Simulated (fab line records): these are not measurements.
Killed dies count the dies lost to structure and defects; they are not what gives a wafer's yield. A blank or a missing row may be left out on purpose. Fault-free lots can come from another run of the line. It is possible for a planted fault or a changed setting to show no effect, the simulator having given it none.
One fault seen from 2 desks + flow gf180mcu + what lay behind the numbers comes last; until then each desk has only its own

## THE METROLOGY DESK
Lot by lot, what the gauges showed, no matter which tool ran the lot: averages of those sampled wafers that carry a number. If a lot's mean is further than 4 standard deviations from the usual mean, the lot is out of limits and carries the mark OUT (the distance appears in the brackets).
Columns: A = CONTACT_W_RS at GF_CONTACT_RS_MEAS_25, usual 0.384 ohm/sq; B = CONTACT_W_THK at GF_CONTACT_THK_MEAS_26, usual 295 nm
| lot  | first seen here | A     | B   |
|------|-----------------|-------|-----|
| L862 | day 17 01:34    | 0.385 | 291 |
| L863 | day 17 11:19    | 0.384 | 291 |
| L866 | day 18 11:57    | 0.386 | 293 |
| L879 | day 22 22:28    | 0.383 | 295 |
| L883 | day 24 01:47    | 0.388 | 293 |
Finding of this desk: none of the 5 lots has anything out of limits.

## DESK OF THE TOOL OWNER: pvd_sputter-03
The tool's own readings at GF_M1_SPUTTER_02 (material AlCu, target thk 450 nm, time 23.9 s): means of the sampled wafers that have a number, for each lot that ran on this tool. If a lot's mean is further than 4 standard deviations from the usual mean, the lot is out of limits and carries the mark OUT (the distance appears in the brackets).
Columns: A = chamber_pressure_pa at GF_M1_SPUTTER_02, usual 0.4000 Pa; B = throttle_valve_pct at GF_M1_SPUTTER_02, usual 29.8 %
| lot  | first seen here | A      | B    |
|------|-----------------|--------|------|
| L863 | day 17 11:55    | 0.3997 | 29.4 |
| L879 | day 22 23:05    | 0.4002 | 30.9 |
Finding of this desk: none of the 2 lots has anything out of limits.

## PUT TOGETHER
Nothing out of limits was seen by the metrology desk.
The tool owner's desk saw nothing out of limits.

## WHAT THE SIMULATOR HAD PUT IN
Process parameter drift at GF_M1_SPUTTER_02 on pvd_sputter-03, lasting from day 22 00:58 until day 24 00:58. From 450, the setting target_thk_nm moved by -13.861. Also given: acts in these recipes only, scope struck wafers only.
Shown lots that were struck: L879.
